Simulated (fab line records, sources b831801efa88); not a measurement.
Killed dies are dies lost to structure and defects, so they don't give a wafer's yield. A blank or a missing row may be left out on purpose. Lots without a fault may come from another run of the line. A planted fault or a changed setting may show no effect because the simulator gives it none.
Chamber matching | flow gf180mcu | GF_V2_CMP_26 on cmp-01: 4 sister chambers
The step polishes, stops on SiO2, t overpolish 15 s, target thk 0 nm. 4 wafers are shown with their chamber, then 12 later ones without.

WAFERS WITH THEIR CHAMBER
wafer  | chamber | motor_current_A (A)
L087.1 | 1       | 11.1
L089.2 | 2       | 10.9
L089.4 | 0       | 11.3
L089.5 | 3       | 12.4

WAFERS WITHOUT THEIR CHAMBER
wafer  | motor_current_A (A)
L090.1 | 12.3
L090.3 | 12.1
L090.6 | 12.7
L092.1 | 11.4
L092.2 | 11.3
L092.4 | 12.6
L093.1 | 10.6
L093.2 | 12.2
L093.5 | 12.5
L097.2 | 10.7
L097.3 | 11.3
L097.6 | 12.6

WHICH CHAMBER EACH WENT THROUGH
wafer  | from the rows above     | in truth
L090.1 | 3                       | 3
L090.3 | 3                       | 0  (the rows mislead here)
L090.6 | 3                       | 3
L092.1 | can't be placed: 0 or 1 | 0
L092.2 | can't be placed: 0 or 1 | 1
L092.4 | 3                       | 3
L093.1 | can't be placed: 2 or 1 | 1
L093.2 | 3                       | 3
L093.5 | 3                       | 3
L097.2 | can't be placed: 2 or 1 | 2
L097.3 | can't be placed: 0 or 1 | 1
L097.6 | 3                       | 3
Placed correctly: 6 of 12. Can't be placed from these rows: 5 (the true chamber is among the candidates in 5). Placed wrongly: 1.
How it was worked out, from the rows above alone: a wafer's distance from a chamber is the root of the sum, over the readings, of the square of ((its reading less the chamber's mean) divided by the reading's scatter). The wafer belongs to the nearest chamber; if the next one is less than 2 further off, it can't be placed. A chamber's mean is the mean of its shown wafers. The scatter: with one shown wafer a chamber, the root of the mean of the squares of how far each hidden wafer lies from its nearest shown one.
